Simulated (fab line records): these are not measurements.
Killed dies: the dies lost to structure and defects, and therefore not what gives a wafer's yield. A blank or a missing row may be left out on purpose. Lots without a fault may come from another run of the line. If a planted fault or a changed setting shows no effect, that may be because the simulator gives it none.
Chamber matching | flow sky130 | SKY_VIA2_CMP_02 on cmp-02 has 4 sister chambers
The step polishes SiO2. 8 wafers are shown with their chamber, then 8 later ones without.

## WAFERS PAIRED WITH THEIR CHAMBERS
wafer  | chamber | motorCurrentA (A)
L988.3 | 1       | 10.9
L990.2 | 1       | 10.4
L993.2 | 3       | 10.4
L993.3 | 2       | 12.2
L996.2 | 0       | 13.6
L996.4 | 3       | 10.6
L996.6 | 2       | 12.8
L998.3 | 0       | 12.6

## WAFERS WITHOUT THEIR CHAMBER
wafer  | motorCurrentA (A)
L998.5 | 13.4
L998.6 | 10.5
L104.1 | 10.2
L104.2 | 10.5
L104.5 | 10.8
L107.1 | 13.5
L107.2 | 12.9
L107.5 | 10.5

## WHICH CHAMBER EACH WENT THROUGH
wafer  | from the rows above     | in truth
L998.5 | can't be placed: 0 or 2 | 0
L998.6 | can't be placed: 3 or 1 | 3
L104.1 | can't be placed: 3 or 1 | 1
L104.2 | can't be placed: 3 or 1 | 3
L104.5 | can't be placed: 1 or 3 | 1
L107.1 | can't be placed: 0 or 2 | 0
L107.2 | can't be placed: 0 or 2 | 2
L107.5 | can't be placed: 3 or 1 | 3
0 of 8 placed correctly. These rows do not allow placing 8 (true chamber among the candidates in 8). Wrongly placed: 0.
How it was worked out, from the rows above alone: a wafer's distance from a chamber is the root of the sum, over the readings, of the square of ((its reading less the chamber's mean) divided by the reading's scatter). If the next closest chamber is less than 2 further off than the closest, the wafer can't be placed; otherwise it belongs to the closest. Each chamber's mean is taken over the wafers shown for it. The scatter: take each reading less its chamber's mean, square it, sum over the shown wafers, divide by the number of wafers less the number of chambers, and take the root.
